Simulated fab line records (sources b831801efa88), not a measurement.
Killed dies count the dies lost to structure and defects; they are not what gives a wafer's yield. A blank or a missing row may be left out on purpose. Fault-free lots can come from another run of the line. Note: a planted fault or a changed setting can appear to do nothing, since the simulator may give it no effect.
What tool caused it? :: flow sfqLine :: 42 wafers sampled from 14 lots at 1 step of a route of 325

== WHAT THE GAUGES SHOWED, per wafer ==
The record holds no reading of a measuring or inspecting step that can be judged against a usual standard deviation.

== WHICH TOOL RAN EACH LOT (tool, then ch and the chambers of the sampled wafers, then the start) ==
lot: L800
SFQ_TRILAYER_I3_VIA_LITHO_COAT_085: lithoTrack-04 ch 0, day 29 16:43

lot: L801
SFQ_TRILAYER_I3_VIA_LITHO_COAT_085: lithoTrack-01 ch 0, day 30 08:57

lot: L802
SFQ_TRILAYER_I3_VIA_LITHO_COAT_085: lithoTrack-03 ch 0, day 30 14:57

lot: L803
SFQ_TRILAYER_I3_VIA_LITHO_COAT_085: lithoTrack-01 ch 0, day 30 20:57

lot: L805
SFQ_TRILAYER_I3_VIA_LITHO_COAT_085: lithoTrack-04 ch 0, day 31 09:09

lot: L806
SFQ_TRILAYER_I3_VIA_LITHO_COAT_085: lithoTrack-04 ch 0, day 31 12:03

lot: L808
SFQ_TRILAYER_I3_VIA_LITHO_COAT_085: lithoTrack-01 ch 0, day 32 14:49

lot: L809
SFQ_TRILAYER_I3_VIA_LITHO_COAT_085: lithoTrack-01 ch 0, day 33 23:57

lot: L811
SFQ_TRILAYER_I3_VIA_LITHO_COAT_085: lithoTrack-03 ch 0, day 34 12:07

lot: L816
SFQ_TRILAYER_I3_VIA_LITHO_COAT_085: lithoTrack-01 ch 0, day 36 23:57

lot: L817
SFQ_TRILAYER_I3_VIA_LITHO_COAT_085: lithoTrack-04 ch 0, day 37 15:21

lot: L818
SFQ_TRILAYER_I3_VIA_LITHO_COAT_085: lithoTrack-01 ch 0, day 37 18:21

lot: L819
SFQ_TRILAYER_I3_VIA_LITHO_COAT_085: lithoTrack-04 ch 0, day 38 05:57

lot: L822
SFQ_TRILAYER_I3_VIA_LITHO_COAT_085: lithoTrack-03 ch 0, day 39 16:16
- SFQ_TRILAYER_I3_VIA_LITHO_COAT_085: resist thk 650 nm.

== WHAT THE TOOLS THEMSELVES READ (means of the sampled wafers that have a number; where no wafer has one, the mark that the record gives instead) ==
SFQ_TRILAYER_I3_VIA_LITHO_COAT_085.
lot: L800
tool: lithoTrack-04
spinSpeedRpm (rpm): 2997.9

lot: L801
tool: lithoTrack-01
spinSpeedRpm (rpm): 3002.2

lot: L802
tool: lithoTrack-03
spinSpeedRpm (rpm): 2999.9

lot: L803
tool: lithoTrack-01
spinSpeedRpm (rpm): 3001.5

lot: L805
tool: lithoTrack-04
spinSpeedRpm (rpm): 2999.4

lot: L806
tool: lithoTrack-04
spinSpeedRpm (rpm): 2998.8

lot: L808
tool: lithoTrack-01
spinSpeedRpm (rpm): 2999.0

lot: L809
tool: lithoTrack-01
spinSpeedRpm (rpm): 3000.3

lot: L811
tool: lithoTrack-03
spinSpeedRpm (rpm): 2996.3

lot: L816
tool: lithoTrack-01
spinSpeedRpm (rpm): 2998.8

lot: L817
tool: lithoTrack-04
spinSpeedRpm (rpm): 2730.8

lot: L818
tool: lithoTrack-01
spinSpeedRpm (rpm): 2998.6

lot: L819
tool: lithoTrack-04
spinSpeedRpm (rpm): 2732.8

lot: L822
tool: lithoTrack-03
spinSpeedRpm (rpm): 2999.5

== THE ANSWER, worked out from the rows above alone ==
Rule: usual is defined by the lots themselves. Put in order of their means at a reading, lots are off if they are a third of the lots or fewer, leave a main group of 4 or more, and stand apart from it by a gap of 3 or more times the standard deviation of the main group's means; of several such gaps the widest counts. A main group whose means are all the same, to the digits that the tables above print for the reading, isn't used. A lot without any number at a reading at which 4 lots or more have one is off too. All remaining lots with rows at the step are treated as sound. First the gauges in route order, then the tools' own readings, where a lot's mean is used as printed above. At the first step where some lot is off, the reading lying furthest off is the one used; lots without a number count as furthest.
Off: L817, L819 (SFQ_TRILAYER_I3_VIA_LITHO_COAT_085, spinSpeedRpm). The main group: mean 2999.3 rpm, standard deviation 1.5.
A tool fits if, at that step or a process step before it, it ran every lot that is off, and no sound lot after the first of them. One fits: lithoTrack-04 at SFQ_TRILAYER_I3_VIA_LITHO_COAT_085. Its last sound lot is L806 (day 31 12:03), its first lot that is off L817 (day 37 15:21): a fault that began between those two fits.
On the lots that are off, the tool's own readings at SFQ_TRILAYER_I3_VIA_LITHO_COAT_085 differ by more than 5 times the standard deviation of the sound lots' means, which bears it out; spinSpeedRpm reads 2731.8 rpm there versus 2999.3 rpm on the sound lots.

== WHAT THE SIMULATOR PUT IN ==
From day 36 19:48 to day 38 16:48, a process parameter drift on lithoTrack-04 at SFQ_TRILAYER_I3_VIA_LITHO_COAT_085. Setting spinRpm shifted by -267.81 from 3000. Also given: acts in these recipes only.
Struck lots among those shown: L817, L819. The rule given above showed the same thing.
